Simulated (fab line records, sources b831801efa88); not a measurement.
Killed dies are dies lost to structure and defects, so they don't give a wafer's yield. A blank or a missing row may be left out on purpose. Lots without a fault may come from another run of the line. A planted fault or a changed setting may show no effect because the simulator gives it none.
One fault seen from 2 desks | flow sky130 | each desk has only its own numbers; what lay behind them comes last

THE METROLOGY DESK
What the gauges read, lot by lot, whatever tool the lot ran on: means of the sampled wafers that have a number. A lot is out of limits, marked OUT, if its mean lies more than 4 standard deviations from the usual mean; the brackets give that distance.
Columns: A = VT_ADJUST_NCORE_TW at SKY_VT_ADJUST_NCORE_TW_MEAS_11, usual 218.5; B = SONOS_TUNNEL_OVL at SKY_SONOS_TUNNEL_OVL_MEAS_08, usual 0.9 nm; C = LDD_HVN_OVL at SKY_LDD_HVN_OVL_MEAS_07, usual 0.9 nm
lot  | first seen here | A     | B    | C
L385 | day 9 00:43     | 217.8 | 0.4  | 0.5
L387 | day 9 04:20     | 217.2 | 0.4  | 1.7
L390 | day 9 22:09     | 218.0 | 0.5  | 1.1
L392 | day 10 20:20    | 219.7 | 0.7  | 1.0
L394 | day 11 16:46    | 217.5 | 1.8  | 2.1
L395 | day 11 17:11    | 218.2 | 2.3  | -0.6
L396 | day 12 05:09    | 217.4 | 2.8  | 0.3
L397 | day 12 07:27    | 219.7 | 0.4  | 0.1
L403 | day 13 23:58    | 217.9 | 0.5  | 2.1
L404 | day 14 06:25    | 218.5 | -0.4 | 0.9
L405 | day 14 12:25    | 218.9 | 0.5  | 2.7
L406 | day 14 14:52    | 219.4 | 1.9  | 0.7
L408 | day 15 07:13    | 218.3 | 0.2  | 0.9
This desk's finding: nothing out of limits on any of the 13 lots.

THE TOOL OWNER'S DESK: rie_diel-04
The tool's own readings at SKY_POLY_GATE_ETCH_16 (etches Si3N4 in CH3F/O2, stops on poly-Si, time 147.5 s, target depth 75 nm): means of the sampled wafers that have a number, for each lot that ran on this tool. A lot is out of limits, marked OUT, if its mean lies more than 4 standard deviations from the usual mean; the brackets give that distance.
Columns: A = ch3f_flow_sccm at SKY_POLY_GATE_ETCH_16, usual 39.99 sccm; B = drypump_motor_current_A at SKY_POLY_GATE_ETCH_16, usual 5.6 A; C = oes_product_au at SKY_POLY_GATE_ETCH_16, usual 0.640 a.u.; D = run_length_s at SKY_POLY_GATE_ETCH_16, usual 175.9 s; E = throttle_valve_pct at SKY_POLY_GATE_ETCH_16, usual 10.535 %
lot  | first seen here | A     | B   | C                | D               | E
L392 | day 19 03:47    | 40.11 | 6.0 | 0.643            | 175.8           | 10.531
L395 | day 20 08:15    | 39.88 | 5.9 | 0.638            | 175.5           | 10.528
L403 | day 22 22:26    | 39.84 | 5.5 | 0.664 (+4.9) OUT | 168.8 (-17) OUT | 10.541
This desk's finding: out of limits on L403; first on L403, day 22 22:26 (oes_product_au at SKY_POLY_GATE_ETCH_16). In limits: L392, L395.

PUT TOGETHER
The tool owner's desk could have raised an alarm at day 22 22:26, on L403.
The metrology desk saw nothing out of limits.
The metrology desk has L403 on record, within its limits.
Of the lots named, all ran SKY_POLY_GATE_ETCH_16 on rie_diel-04.

WHAT THE SIMULATOR HAD PUT IN
Process parameter drift: rie_diel-04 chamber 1, from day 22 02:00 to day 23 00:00, at SKY_POLY_GATE_ETCH_16. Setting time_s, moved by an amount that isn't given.
Lots struck among those shown: L403.
Hours from the fault's start to each desk's first reading out of limits: the tool owner's desk, 20.
